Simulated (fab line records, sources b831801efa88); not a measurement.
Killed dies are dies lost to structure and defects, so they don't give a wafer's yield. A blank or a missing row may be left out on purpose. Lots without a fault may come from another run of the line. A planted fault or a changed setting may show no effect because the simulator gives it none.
One fault seen from 2 desks | flow gf180mcu | each desk has only its own numbers; what lay behind them comes last

THE METROLOGY DESK
What the gauges read, lot by lot, whatever tool the lot ran on: means of the sampled wafers that have a number. A lot is out of limits, marked OUT, if its mean lies more than 4 standard deviations from the usual mean; the brackets give that distance.
Columns: A = V2_CVD_02_THK at GF_V2_THK_MEAS_03, usual 850 nm; B = cd_nm at GF_V2_CD_MEAS_14, usual 260.3 nm; C = V2_W_RS at GF_V2_RS_MEAS_24, usual 0.325 ohm/sq; D = V2_W_THK at GF_V2_THK_MEAS_25, usual 353 nm
lot  | first seen here | A   | B     | C               | D
L705 | day 19 08:42    | 842 | 260.6 | 0.322           | 359
L706 | day 19 20:20    | 855 | 260.9 | 0.332           | 345
L708 | day 20 13:04    | 849 | 261.9 | 0.325           | 360
L710 | day 21 16:52    | 849 | 261.1 | 0.326           | 354
L713 | day 22 16:39    | 845 | 262.3 | 0.322           | 363
L715 | day 23 10:42    | 851 | 260.9 | 0.418 (+27) OUT | 270 (-15) OUT
L716 | day 23 17:16    | 852 | 259.3 | 0.425 (+29) OUT | 274 (-14) OUT
L723 | day 26 01:47    | 853 | 261.2 | 0.320           | 355
L724 | day 26 06:57    | 855 | 260.8 | 0.324           | 351
L726 | day 27 05:01    | 850 | 261.2 | 0.327           | 350
L727 | day 27 05:47    | 862 | 259.6 | 0.324           | 354
This desk's finding: out of limits on L715, L716; first on L715, day 24 10:13 (V2_W_RS at GF_V2_RS_MEAS_24). In limits: L705, L706, L708, L710, L713, L723, L724, L726, L727.

THE TOOL OWNER'S DESK: cvd_w-02
The tool's own readings at GF_V2_CVD_23 (deposits W, target thk 350 nm, time 104.94 s): means of the sampled wafers that have a number, for each lot that ran on this tool. A lot is out of limits, marked OUT, if its mean lies more than 4 standard deviations from the usual mean; the brackets give that distance.
Columns: A = heater_power_w at GF_V2_CVD_23, usual 828 W
lot  | first seen here | A
L706 | day 20 21:38    | 931
L708 | day 21 14:47    | 867
L710 | day 22 17:49    | 874
L715 | day 24 10:04    | 864
L716 | day 24 16:16    | 866
L726 | day 28 02:50    | 906
This desk's finding: nothing out of limits on any of the 6 lots.

PUT TOGETHER
The metrology desk could have raised an alarm at day 24 10:13, on L715, L716.
The tool owner's desk saw nothing out of limits.
The tool owner's desk has L715, L716 on record, within its limits.
Of the lots named, all ran GF_V2_CVD_23 on cvd_w-02.

WHAT THE SIMULATOR HAD PUT IN
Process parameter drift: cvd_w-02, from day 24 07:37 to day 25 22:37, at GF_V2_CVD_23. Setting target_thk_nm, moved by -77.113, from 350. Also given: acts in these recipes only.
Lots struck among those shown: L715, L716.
Hours from the fault's start to each desk's first reading out of limits: the metrology desk, 3.
